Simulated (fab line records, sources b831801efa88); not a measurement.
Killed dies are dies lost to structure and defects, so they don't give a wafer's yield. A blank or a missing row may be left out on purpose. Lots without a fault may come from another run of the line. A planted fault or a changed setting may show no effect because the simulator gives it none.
Problem report in the 8D (eight disciplines) form, filled by code | flow gf180mcu | the parts of the form that need people (team, actions taken, sign-off) are left out

1. THE PROBLEM
developer_temp_C at GF_PSD_DEVELOP_06 reads a mean of 22.36 C on 6 wafers of 2 lots; wafers without a fault read 22.99 C with a standard deviation of 0.1. That is -6.3 standard deviations from the usual mean.
The step: develop time 60 s.
First seen on wafer L935.3, day 19 21:10, on litho_track-02. The record holds 42 wafers of 14 lots with a number at this step. Rule for "out", or "out of limits": more than 4 standard deviations from the usual mean. The other wafers with a number count as sound.

2. WHAT IT IS AND WHAT IT IS NOT
question                    | is                     | is not
which readings at this step | developer_temp_C       | -
which lots                  | L935, L936             | L919, L920, L921, L922, L923, L924, L925, L926, L937, L938, L940, L941
which wafers of those lots  | all that have a number | -
read on which tools         | litho_track-02         | litho_track-01, litho_track-04
when                        | from day 19 21:10      | up to then (24 sound wafers); but 12 sound wafers of L937, L938, L940, L941 came after

3. SUSPECTS, AND WHAT RULES EACH OUT
Counting: a tool at a process step up to the reading stays a suspect if it ran every lot that is out and no sound lot after the first of them.
- litho_track-02 at GF_PSD_DEVELOP_06 (develop time 60 s): kept. It ran every lot that is out, first L935 (day 19 21:10), and no sound lot after that; its last sound lot up to then is L925 (day 16 07:37). Its own readings are out on those wafers: developer_temp_C.
Left after counting: litho_track-02 at GF_PSD_DEVELOP_06.

4. THE CAUSE (what the simulator had put in)
Process parameter drift: litho_track-02, from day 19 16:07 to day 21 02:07, at GF_PSD_DEVELOP_06. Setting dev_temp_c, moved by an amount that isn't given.
Counting left only this tool.

5. THE CHAIN OF EFFECTS, in route order
Each row: a reading whose mean over the struck wafers that have a number lies more than 3 standard deviations from the usual. Only readings for which the record gives a usual standard deviation are gone through. hours: the time from each lot's start at the first step in this table that gives one to its start at this step, as a median over the lots. sigmas: the change in usual standard deviations.
hours | step              | reading          | usual   | on struck wafers | change | sigmas
0     | GF_PSD_DEVELOP_06 | developer_temp_C | 22.99 C | 22.36            | -0.63  | -6.3
The process steps in it:
- GF_PSD_DEVELOP_06: develop time 60 s.
Later measuring or inspecting steps at which every struck wafer that the step has a row for has a number for every such reading, and none has moved that far: GF_SALICIDE_THK_MEAS_05.

6. WHAT WOULD HAVE CAUGHT IT SOONER
In this record the first reading out of limits was taken at day 19 21:10, 5 hours after the fault began at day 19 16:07.
